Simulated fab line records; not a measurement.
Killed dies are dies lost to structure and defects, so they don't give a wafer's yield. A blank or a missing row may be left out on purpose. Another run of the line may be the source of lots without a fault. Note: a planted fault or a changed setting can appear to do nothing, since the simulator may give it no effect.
A struck lot beside a sound one    flow sky130    15 out of 708 route steps
Sound: wafers L455.1, L455.4, L455.6. The struck wafers were L472.3, L472.5, L472.6. Last of all comes the cause.
Each step with rows lists, per side, the tool, then ch with its chambers, then its first start. Under that, the readings that differ: sound wafers    struck wafers    difference of the means    sigmas: that difference in standard deviations of wafers without a fault.
alike: words and numbers the same on both sides, and readings whose means are apart by under 2 such deviations; not compared: readings that were withheld, readings missing a value for some wafer, numbers with overlapping values and no deviation given by the record, and bounds like >300 which may hide the same value.
A row with sigmas, a row that says differs or no value, or rows on one side alone: a step with any of these is where the two part. When numbers do not overlap yet have no deviation, they are printed without sigmas and do not part them. A reading missing from all wafers of one side parts the sides only when that side holds two or more wafers.

SKY_METAL2_THK_MEAS_06: measures by xrf.
  sound on film_metro-01 at day 35 19:06; struck on film_metro-01 at day 40 16:55
  alike: METAL2_ALCU_THK
then, 8 steps without rows for these wafers: SKY_METAL2_DEHYDRATE_07 (time 60 s); SKY_METAL2_HMDS_08 (prime time 60 s); SKY_METAL2_COAT_09 (resist thk 60 nm); SKY_METAL2_COAT_10 (resist thk 450 nm); SKY_METAL2_SOFTBAKE_11 (time 90 s); SKY_METAL2_EXPOSE_12 (exposes mask MM2, target cd 140 nm); SKY_METAL2_PEB_13; SKY_METAL2_DEVELOP_14 (develop time 60 s).
SKY_METAL2_CD_MEAS_15: target cd 140 nm.
  sound on cd_sem-02 at day 36 20:42; struck on cd_sem-01 at day 41 17:16
  alike: cd_nm
SKY_METAL2_OVL_MEAS_16:
  sound on overlay-02 at day 36 20:49; struck on overlay-01 at day 41 17:21
  alike: METAL2_OVL
SKY_METAL2_DESCUM_17: chemistry O2, time 8 s.
  sound on rie_metal-04 ch 1, day 36 20:51; struck on rie_metal-04 ch 0,1, day 41 17:23
  alike: chamber_pressure_mTorr, drypump_motor_current_A, oes_product_au, temp_c
  not compared: rf_hours_counter_h
SKY_METAL2_ETCH_18: etches BARC in N2/H2, stops on SiO2, time 45.9 s, target depth 60 nm.
  sound on rie_metal-04 ch 1, day 36 20:53; struck on rie_metal-04 ch 0,1, day 41 17:26
reading     sound                 struck             difference  sigmas
bias_w (W)  100.21 100.36 100.43  97.01 96.89 97.40  -3.23       -12
  alike: chamber_pressure_mTorr, drypump_motor_current_A, oes_product_au, throttle_valve_pct
  not compared: rf_hours_counter_h
SKY_METAL2_METAL_ETCH_19: etches the open film in Cl2/BCl3, stops on SiO2, target depth 360 nm, time 78 s.
  sound on rie_metal-04 ch 1, day 36 20:57; struck on rie_metal-04 ch 0,1, day 41 17:30
  alike: bias_w, chamber_pressure_mTorr, drypump_motor_current_A, oes_product_au, throttle_valve_pct
  not compared: rf_hours_counter_h
-- the record jumps here: 9 days lie between the struck wafers' starts before and after (it left off in module METAL2 and takes up again in module PAD_OPEN, whose first step shown is number 708 of the route) --
SKY_PAD_OPEN_PROBE_99:
  sound on prober-01 at day 47 01:22; struck on prober-01 at day 50 17:40
  alike: defect_limited_yield, killed_at_M0_to_M3, killed_at_M4_up, killed_at_contacts, killed_at_front_end, killed_at_other, killed_dies, killed_open, killed_short, sort_bin_3_pad_short, sort_bin_5_function, sort_bin_6_memory, sort_n_pass, sort_yield_pct

== WHERE THEY PART ==
SKY_METAL2_ETCH_18 only, going by this record. Later steps at which nothing parts them and some readings are alike: SKY_METAL2_METAL_ETCH_19, SKY_PAD_OPEN_PROBE_99.

WHY: whatever the simulator had introduced
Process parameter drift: rie_metal-04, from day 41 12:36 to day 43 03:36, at SKY_METAL2_ETCH_18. A move of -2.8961 in setting bias_w, from 100. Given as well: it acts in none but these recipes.
